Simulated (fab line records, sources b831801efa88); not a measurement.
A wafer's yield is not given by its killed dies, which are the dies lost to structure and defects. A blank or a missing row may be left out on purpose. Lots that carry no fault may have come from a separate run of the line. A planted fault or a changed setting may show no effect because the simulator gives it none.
Split-lot trial | flow gf180mcu | route with 602 steps; 5 lots, 23 wafers read

SPLIT DETAILS
At GF_MIM_EXPOSE_16 (exposes mask FuseTop, target cd 2000 nm), the setting doseMj was moved away from the recipe's 140 on 9 of the 23 wafers read, by -7.1% to +5.6%. The other wafers ran this setting at the recipe's value.

FROM THE SPLIT TO THE READING: what the file shows between them, 2 steps
- GF_MIM_PEB_17
- GF_MIM_DEVELOP_18: develop time 60 s

THE READING
MIM.cdNm (the simulator's own value, which no gauge read), in nm, at GF_MIM_METAL_ETCH_19 (etches the open film in Cl2/BCl3, stops on Si3N4, target depth 324.5 nm, time 54.1 s). The file gives no usual value for it. The 14 wafers here that ran the recipe average 2002 nm, standard deviation 1.2 nm.

wafer  | tool, chamber at the split | doseMj as run | against the recipe | MIM.cdNm, nm | against lot-mates on the recipe
L075.2 | ilineStepper-01, 0         | 140           | recipe             | 2002         | -
L075.3 | ilineStepper-01, 0         | 140           | recipe             | 2003         | -
L075.4 | ilineStepper-01, 0         | 140           | recipe             | 2004         | -
L077.1 | ilineStepper-02, 0         | 147.8         | +5.6%              | 1986         | -14
L077.2 | ilineStepper-02, 0         | 140           | recipe             | 2000         | -
L077.3 | ilineStepper-02, 0         | 147.8         | +5.6%              | 1987         | -12
L077.4 | ilineStepper-02, 0         | 147.8         | +5.6%              | 1988         | -12
L077.6 | ilineStepper-02, 0         | 140           | recipe             | 1999         | -
L080.2 | ilineStepper-02, 0         | 140           | recipe             | 2001         | -
L080.3 | ilineStepper-02, 0         | 140           | recipe             | 2002         | -
L080.4 | ilineStepper-02, 0         | 140           | recipe             | 2001         | -
L080.5 | ilineStepper-02, 0         | 131.6         | -6.0%              | 2018         | +17
L080.6 | ilineStepper-02, 0         | 131.6         | -6.0%              | 2019         | +18
L081.1 | ilineStepper-02, 0         | 137.3         | -1.9%              | 2004         | +3
L081.2 | ilineStepper-02, 0         | 140           | recipe             | 2002         | -
L081.3 | ilineStepper-02, 0         | 140           | recipe             | 2001         | -
L081.5 | ilineStepper-02, 0         | 140           | recipe             | 2001         | -
L081.6 | ilineStepper-02, 0         | 137.3         | -1.9%              | 2006         | +5
L082.2 | ilineStepper-02, 0         | 140           | recipe             | 2001         | -
L082.3 | ilineStepper-02, 0         | 130.1         | -7.1%              | 2024         | +22
L082.4 | ilineStepper-02, 0         | 140           | recipe             | 2002         | -
L082.5 | ilineStepper-02, 0         | 140           | recipe             | 2002         | -
L082.6 | ilineStepper-02, 0         | 130.1         | -7.1%              | 2020         | +18

THE FIT
A straight line over all 23 wafers: MIM.cdNm changes by -2.75 nm for each +1% of doseMj; r = -0.99; the points scatter about the line by 1.4 nm.
The same after taking each lot's own level away (the mean of its wafers on the recipe; 23 wafers): -2.61 nm for each +1%; r = -0.99; scatter 1.4 nm.
The reading moves by 18 nm for the largest change in doseMj, on that fit.
From 1999.5 to 2003.0 nm: that is the span of the lots' own levels, equal to 3.0 times the standard deviation above.
The two slopes are in agreement: the lot-to-lot level therefore moves the slope only a little.
Check: +18 nm against its lot-mates is what the line predicts for one of the wafers moved furthest among these (-7.1%) when that wafer is left out of the fit. It came out at +22.3 nm against them.

FURTHER SPLITS ON THESE WAFERS
Before the reading, these wafers also passed through other splits. Each is held against what the fit with the lots' levels taken away leaves over:
other split on the same wafers | wafers away from the commonest value | r with MIM.cdNm (lot level and that fit taken away)
GF_V3_CVD_02 timeS             | 9                                    | +0.00
GF_V3_CVD_23 tempC             | 7                                    | -0.02
GF_M4_METAL_ETCH_16 timeS      | 5                                    | -0.20
GF_V4_CVD_00 sih4FlowSccm      | 9                                    | +0.18
GF_V4_COAT_09 resistThkNm      | 7                                    | +0.22
GF_MIM_SPUTTER_04 timeS        | 5                                    | -0.20
GF_MIM_SPUTTER_08 powerW       | 6                                    | +0.00

FILE'S OWN FIT
MIM.cdNm changes by -2.69 nm for each +1% of doseMj, r = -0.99.
